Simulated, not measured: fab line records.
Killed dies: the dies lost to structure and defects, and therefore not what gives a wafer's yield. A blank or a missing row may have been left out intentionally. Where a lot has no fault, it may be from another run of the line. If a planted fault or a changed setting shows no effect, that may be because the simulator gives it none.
The tool behind it: which one? || flow sky130 || 36 wafers from 12 lots sampled at 5 of the route's 708 steps

== WHAT EACH GAUGE READ, for each wafer ==
SKY_VIA3_THK_MEAS_01. Usual: VIA3_HDPCVD_THK 1624 nm, standard deviation 19.
{"lot": "L619", "measured": "day 38 23:04", "on": "film_metro-02", "VIA3_HDPCVD_THK (nm)": "1616 1627 1607", "flag": ""}
{"lot": "L620", "measured": "day 39 04:26", "on": "film_metro-04", "VIA3_HDPCVD_THK (nm)": "1632 1638 1617", "flag": ""}
{"lot": "L621", "measured": "day 39 20:31", "on": "film_metro-04", "VIA3_HDPCVD_THK (nm)": "1630 1622 1624", "flag": ""}
{"lot": "L622", "measured": "day 40 00:04", "on": "film_metro-03", "VIA3_HDPCVD_THK (nm)": "1600 1590 1610", "flag": ""}
{"lot": "L629", "measured": "day 42 02:23", "on": "film_metro-04", "VIA3_HDPCVD_THK (nm)": "1617 1641 1636", "flag": ""}
{"lot": "L630", "measured": "day 42 11:50", "on": "film_metro-04", "VIA3_HDPCVD_THK (nm)": "1336 1635 1642", "flag": "OFF"}
{"lot": "L632", "measured": "day 42 15:37", "on": "film_metro-03", "VIA3_HDPCVD_THK (nm)": "1632 1637 1312", "flag": "OFF"}
{"lot": "L634", "measured": "day 43 02:06", "on": "film_metro-04", "VIA3_HDPCVD_THK (nm)": "1637 1629 1613", "flag": ""}
{"lot": "L635", "measured": "day 43 10:12", "on": "film_metro-04", "VIA3_HDPCVD_THK (nm)": "1611 1578 1600", "flag": ""}
{"lot": "L636", "measured": "day 43 19:13", "on": "film_metro-03", "VIA3_HDPCVD_THK (nm)": "1619 1627 1597", "flag": ""}
{"lot": "L637", "measured": "day 43 22:46", "on": "film_metro-04", "VIA3_HDPCVD_THK (nm)": "1638 1589 1647", "flag": ""}
{"lot": "L641", "measured": "day 44 22:14", "on": "film_metro-02", "VIA3_HDPCVD_THK (nm)": "1620 1599 1603", "flag": ""}

== WHICH TOOL RAN EACH LOT (tool, then ch and the chambers of the sampled wafers, then the start) ==
{"lot": "L619", "SKY_VIA2_SPUTTER_20": "pvd_sputter-03, day 36 16:04", "SKY_METAL3_SPUTTER_03": "pvd_sputter-03, day 36 16:49", "SKY_CAPM_CVD_00": "pecvd-04 ch 0,1,2, day 36 16:53", "SKY_VIA3_HDPCVD_00": "hdpcvd-01 ch 0,1,2, day 38 22:53"}
{"lot": "L620", "SKY_VIA2_SPUTTER_20": "pvd_sputter-02, day 36 22:15", "SKY_METAL3_SPUTTER_03": "pvd_sputter-04, day 36 23:01", "SKY_CAPM_CVD_00": "pecvd-02 ch 0,1,2, day 36 23:05", "SKY_VIA3_HDPCVD_00": "hdpcvd-02 ch 0,1,2, day 39 04:16"}
{"lot": "L621", "SKY_VIA2_SPUTTER_20": "pvd_sputter-03, day 37 15:10", "SKY_METAL3_SPUTTER_03": "pvd_sputter-04, day 37 15:55", "SKY_CAPM_CVD_00": "pecvd-01 ch 1,2, day 37 15:59", "SKY_VIA3_HDPCVD_00": "hdpcvd-01 ch 0,1,2, day 39 20:21"}
{"lot": "L622", "SKY_VIA2_SPUTTER_20": "pvd_sputter-03, day 37 17:38", "SKY_METAL3_SPUTTER_03": "pvd_sputter-03, day 37 18:23", "SKY_CAPM_CVD_00": "pecvd-02 ch 0,1,2, day 37 18:28", "SKY_VIA3_HDPCVD_00": "hdpcvd-02 ch 0,1, day 39 23:55"}
{"lot": "L629", "SKY_VIA2_SPUTTER_20": "pvd_sputter-04, day 39 23:42", "SKY_METAL3_SPUTTER_03": "pvd_sputter-03, day 40 00:27", "SKY_CAPM_CVD_00": "pecvd-02 ch 0,1,2, day 40 00:31", "SKY_VIA3_HDPCVD_00": "hdpcvd-01 ch 1,2, day 42 02:13"}
{"lot": "L630", "SKY_VIA2_SPUTTER_20": "pvd_sputter-03, day 40 08:43", "SKY_METAL3_SPUTTER_03": "pvd_sputter-04, day 40 09:28", "SKY_CAPM_CVD_00": "pecvd-04 ch 0,1,2, day 40 09:32", "SKY_VIA3_HDPCVD_00": "hdpcvd-01 ch 0,1,2, day 42 11:40"}
{"lot": "L632", "SKY_VIA2_SPUTTER_20": "pvd_sputter-04, day 40 13:32", "SKY_METAL3_SPUTTER_03": "pvd_sputter-01, day 40 14:18", "SKY_CAPM_CVD_00": "pecvd-01 ch 0,2, day 40 14:22", "SKY_VIA3_HDPCVD_00": "hdpcvd-01 ch 0,1, day 42 15:25"}
{"lot": "L634", "SKY_VIA2_SPUTTER_20": "pvd_sputter-03, day 41 00:15", "SKY_METAL3_SPUTTER_03": "pvd_sputter-04, day 41 01:08", "SKY_CAPM_CVD_00": "pecvd-04 ch 0,2, day 41 01:13", "SKY_VIA3_HDPCVD_00": "hdpcvd-02 ch 1,2, day 43 01:56"}
{"lot": "L635", "SKY_VIA2_SPUTTER_20": "pvd_sputter-02, day 41 08:05", "SKY_METAL3_SPUTTER_03": "pvd_sputter-03, day 41 09:16", "SKY_CAPM_CVD_00": "pecvd-01 ch 0,1,2, day 41 09:20", "SKY_VIA3_HDPCVD_00": "hdpcvd-02 ch 0,2, day 43 10:01"}
{"lot": "L636", "SKY_VIA2_SPUTTER_20": "pvd_sputter-03, day 41 17:43", "SKY_METAL3_SPUTTER_03": "pvd_sputter-04, day 41 18:28", "SKY_CAPM_CVD_00": "pecvd-02 ch 0,2, day 41 18:32", "SKY_VIA3_HDPCVD_00": "hdpcvd-02 ch 1,2, day 43 19:02"}
{"lot": "L637", "SKY_VIA2_SPUTTER_20": "pvd_sputter-04, day 41 20:33", "SKY_METAL3_SPUTTER_03": "pvd_sputter-03, day 41 21:18", "SKY_CAPM_CVD_00": "pecvd-04 ch 0,1, day 41 21:22", "SKY_VIA3_HDPCVD_00": "hdpcvd-02 ch 1,2, day 43 22:35"}
{"lot": "L641", "SKY_VIA2_SPUTTER_20": "pvd_sputter-04, day 42 23:03", "SKY_METAL3_SPUTTER_03": "pvd_sputter-04, day 42 23:49", "SKY_CAPM_CVD_00": "pecvd-01 ch 0,1,2, day 42 23:53", "SKY_VIA3_HDPCVD_00": "hdpcvd-02 ch 0,1,2, day 44 22:04"}
- SKY_VIA2_SPUTTER_20: material TiN, target thk 20 nm, time 80 s.
- SKY_METAL3_SPUTTER_03: material Ti, target thk 5 nm, time 3.3 s.
- SKY_CAPM_CVD_00: deposits SiO2, target thk 15.5 nm.
- SKY_VIA3_HDPCVD_00: deposits SiO2, target thk 1635 nm, time 272.5 s.

== AS READ BY THE TOOLS THEMSELVES (means over the sampled wafers that have a number; for cases with no such wafer, the mark the record gives instead) ==
SKY_VIA2_SPUTTER_20. Usual: throttle_valve_pct reads 29.4 % (standard deviation 0.84).
{"lot": "L619", "tool": "pvd_sputter-03", "throttle_valve_pct (%)": 28.6, "flag": ""}
{"lot": "L620", "tool": "pvd_sputter-02", "throttle_valve_pct (%)": 30.2, "flag": ""}
{"lot": "L621", "tool": "pvd_sputter-03", "throttle_valve_pct (%)": 29.4, "flag": ""}
{"lot": "L622", "tool": "pvd_sputter-03", "throttle_valve_pct (%)": 29.1, "flag": ""}
{"lot": "L629", "tool": "pvd_sputter-04", "throttle_valve_pct (%)": 30.2, "flag": ""}
{"lot": "L630", "tool": "pvd_sputter-03", "throttle_valve_pct (%)": 28.7, "flag": ""}
{"lot": "L632", "tool": "pvd_sputter-04", "throttle_valve_pct (%)": 30.3, "flag": ""}
{"lot": "L634", "tool": "pvd_sputter-03", "throttle_valve_pct (%)": 28.3, "flag": ""}
{"lot": "L635", "tool": "pvd_sputter-02", "throttle_valve_pct (%)": 29.7, "flag": ""}
{"lot": "L636", "tool": "pvd_sputter-03", "throttle_valve_pct (%)": 28.5, "flag": ""}
{"lot": "L637", "tool": "pvd_sputter-04", "throttle_valve_pct (%)": 29.9, "flag": ""}
{"lot": "L641", "tool": "pvd_sputter-04", "throttle_valve_pct (%)": 30.3, "flag": ""}

SKY_METAL3_SPUTTER_03. Usual: throttle_valve_pct reads 29.7 % (standard deviation 1.1).
{"lot": "L619", "tool": "pvd_sputter-03", "throttle_valve_pct (%)": 28.6, "flag": ""}
{"lot": "L620", "tool": "pvd_sputter-04", "throttle_valve_pct (%)": 30.3, "flag": ""}
{"lot": "L621", "tool": "pvd_sputter-04", "throttle_valve_pct (%)": 29.6, "flag": ""}
{"lot": "L622", "tool": "pvd_sputter-03", "throttle_valve_pct (%)": 29.5, "flag": ""}
{"lot": "L629", "tool": "pvd_sputter-03", "throttle_valve_pct (%)": 29.2, "flag": ""}
{"lot": "L630", "tool": "pvd_sputter-04", "throttle_valve_pct (%)": 30.3, "flag": ""}
{"lot": "L632", "tool": "pvd_sputter-01", "throttle_valve_pct (%)": 31.7, "flag": ""}
{"lot": "L634", "tool": "pvd_sputter-04", "throttle_valve_pct (%)": 30.6, "flag": ""}
{"lot": "L635", "tool": "pvd_sputter-03", "throttle_valve_pct (%)": 29.1, "flag": ""}
{"lot": "L636", "tool": "pvd_sputter-04", "throttle_valve_pct (%)": 29.7, "flag": ""}
{"lot": "L637", "tool": "pvd_sputter-03", "throttle_valve_pct (%)": 28.5, "flag": ""}
{"lot": "L641", "tool": "pvd_sputter-04", "throttle_valve_pct (%)": 30.2, "flag": ""}

SKY_CAPM_CVD_00. Usual: heater_power_w reads 679 W (standard deviation 96).
{"lot": "L619", "tool": "pecvd-04", "heater_power_w (W)": 762, "flag": ""}
{"lot": "L620", "tool": "pecvd-02", "heater_power_w (W)": 617, "flag": ""}
{"lot": "L621", "tool": "pecvd-01", "heater_power_w (W)": 737, "flag": ""}
{"lot": "L622", "tool": "pecvd-02", "heater_power_w (W)": 642, "flag": ""}
{"lot": "L629", "tool": "pecvd-02", "heater_power_w (W)": 650, "flag": ""}
{"lot": "L630", "tool": "pecvd-04", "heater_power_w (W)": 740, "flag": ""}
{"lot": "L632", "tool": "pecvd-01", "heater_power_w (W)": 632, "flag": ""}
{"lot": "L634", "tool": "pecvd-04", "heater_power_w (W)": 758, "flag": ""}
{"lot": "L635", "tool": "pecvd-01", "heater_power_w (W)": 675, "flag": ""}
{"lot": "L636", "tool": "pecvd-02", "heater_power_w (W)": 632, "flag": ""}
{"lot": "L637", "tool": "pecvd-04", "heater_power_w (W)": 673, "flag": ""}
{"lot": "L641", "tool": "pecvd-01", "heater_power_w (W)": 721, "flag": ""}

SKY_VIA3_HDPCVD_00. Usual: pressure_mtorr 6.001 mTorr, standard deviation 0.011; run_length_s 300.3 s, standard deviation 0.47; sih4_flow_sccm 59.98 sccm, standard deviation 0.16.
{"lot": "L619", "tool": "hdpcvd-01", "pressure_mtorr (mTorr)": 6.005, "run_length_s (s)": 300.5, "sih4_flow_sccm (sccm)": 60.15, "flag": ""}
{"lot": "L620", "tool": "hdpcvd-02", "pressure_mtorr (mTorr)": 6.013, "run_length_s (s)": 300.0, "sih4_flow_sccm (sccm)": 60.11, "flag": ""}
{"lot": "L621", "tool": "hdpcvd-01", "pressure_mtorr (mTorr)": 6.007, "run_length_s (s)": 300.4, "sih4_flow_sccm (sccm)": 59.95, "flag": ""}
{"lot": "L622", "tool": "hdpcvd-02", "pressure_mtorr (mTorr)": 5.999, "run_length_s (s)": 300.3, "sih4_flow_sccm (sccm)": 60.01, "flag": ""}
{"lot": "L629", "tool": "hdpcvd-01", "pressure_mtorr (mTorr)": 6.020, "run_length_s (s)": 300.5, "sih4_flow_sccm (sccm)": 59.90, "flag": ""}
{"lot": "L630", "tool": "hdpcvd-01", "pressure_mtorr (mTorr)": 6.006, "run_length_s (s)": 282.3, "sih4_flow_sccm (sccm)": 59.93, "flag": "OFF"}
{"lot": "L632", "tool": "hdpcvd-01", "pressure_mtorr (mTorr)": 6.001, "run_length_s (s)": 282.6, "sih4_flow_sccm (sccm)": 59.89, "flag": "OFF"}
{"lot": "L634", "tool": "hdpcvd-02", "pressure_mtorr (mTorr)": 5.988, "run_length_s (s)": 299.6, "sih4_flow_sccm (sccm)": 59.91, "flag": ""}
{"lot": "L635", "tool": "hdpcvd-02", "pressure_mtorr (mTorr)": 6.011, "run_length_s (s)": 299.6, "sih4_flow_sccm (sccm)": 59.98, "flag": ""}
{"lot": "L636", "tool": "hdpcvd-02", "pressure_mtorr (mTorr)": 5.995, "run_length_s (s)": 299.7, "sih4_flow_sccm (sccm)": 60.07, "flag": ""}
{"lot": "L637", "tool": "hdpcvd-02", "pressure_mtorr (mTorr)": 6.011, "run_length_s (s)": 299.8, "sih4_flow_sccm (sccm)": 60.07, "flag": ""}
{"lot": "L641", "tool": "hdpcvd-02", "pressure_mtorr (mTorr)": 6.000, "run_length_s (s)": 299.9, "sih4_flow_sccm (sccm)": 59.72, "flag": ""}

== THE ANSWER, worked out from the rows above alone ==
Rule: take the mean of a lot's wafers that have a number; if it is more than 3 standard deviations from the usual mean, the lot is off. Also off: a lot with no number at a reading for which 4 or more lots have one. Where the step has rows for the other lots, those lots are counted as sound. The gauges are gone through in route order, then the tools' own readings, and for those a lot's mean is taken as printed above. The first step at which some lot is off is used, and at that step the reading that is off furthest; a lot without a number counts as furthest.
Off: L630, L632, seen at SKY_VIA3_THK_MEAS_01 (VIA3_HDPCVD_THK).
If a tool, at a process step before that reading, ran all the lots that are off and no sound lot after the first of them, it fits. The gauges at SKY_VIA3_THK_MEAS_01 aren't tried: what is off there is off at SKY_VIA3_HDPCVD_00 too, on other tools, and a gauge's error can't cause that. One fits: SKY_VIA3_HDPCVD_00 on hdpcvd-01. Its last sound lot is L629 (day 42 02:13), its first lot that is off L630 (day 42 11:40): a fault that began between those two fits.
The tool's own readings at SKY_VIA3_HDPCVD_00 bear it out: on the lots that are off they differ by more than 5 times the standard deviation of the sound lots' means. run_length_s reads 282.5 s there against 300.0 s on the sound lots.

== WHAT THE SIMULATOR HAD INSERTED ==
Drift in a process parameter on hdpcvd-01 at SKY_VIA3_HDPCVD_00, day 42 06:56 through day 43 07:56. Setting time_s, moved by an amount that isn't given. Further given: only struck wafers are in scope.
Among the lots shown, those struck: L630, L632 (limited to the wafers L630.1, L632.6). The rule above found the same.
